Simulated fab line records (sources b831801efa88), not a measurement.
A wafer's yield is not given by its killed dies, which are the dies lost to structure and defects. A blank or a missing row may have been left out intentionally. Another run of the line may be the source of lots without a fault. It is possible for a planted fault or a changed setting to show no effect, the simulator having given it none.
Chamber matching    flow sky130    SKY_VIA3_ETCH_15 on rieDiel-03 has 4 sister chambers
The step etches SiO2 in C4F8/O2/Ar, stops on TiN, target depth 507 nm, time 78 s. 7 wafers are shown with their chamber, then 8 later ones without.

== EACH WAFER AND ITS CHAMBER ==
wafer   chamber  oesProductAu (a.u.)
L082.2  1        0.952
L082.5  3        0.942
L084.1  1        0.951
L088.1  0        0.956
L088.5  2        0.954
L088.6  3        0.950
L090.2  2        0.945

== WAFERS WITHOUT THEIR CHAMBER ==
wafer   oesProductAu (a.u.)
L090.3  0.941
L090.5  0.948
L093.3  0.953
L093.4  0.949
L093.6  0.934
L097.2  0.956
L097.3  0.957
L097.5  0.948

== EACH ONE'S CHAMBER ==
wafer   from the rows above                in truth
L090.3  can't be placed: 3 or 2 or 1       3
L090.5  can't be placed: 2 or 3 or 1 or 0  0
L093.3  can't be placed: 1 or 0 or 2 or 3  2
L093.4  can't be placed: 2 or 1 or 3 or 0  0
L093.6  can't be placed: 3 or 2 or 1       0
L097.2  can't be placed: 0 or 1 or 2       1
L097.3  can't be placed: 0 or 1 or 2       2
L097.5  can't be placed: 2 or 3 or 1 or 0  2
Correctly placed: 0 of 8. Not placeable from these rows: 8 (in 7, the candidates include the true chamber). Placed wrongly: 0.
How it was worked out, from the rows above alone: a wafer's distance from a chamber is the root of the sum, over the readings, of the square of ((its reading less the chamber's mean) divided by the reading's scatter). If the next closest chamber is less than 2 further off than the closest, the wafer can't be placed; otherwise it belongs to the closest. The mean given for a chamber averages the wafers shown for that chamber. The scatter is the square root of a quotient: the sum, over the shown wafers, of each reading's squared deviation from its chamber's mean, divided by wafers minus chambers.
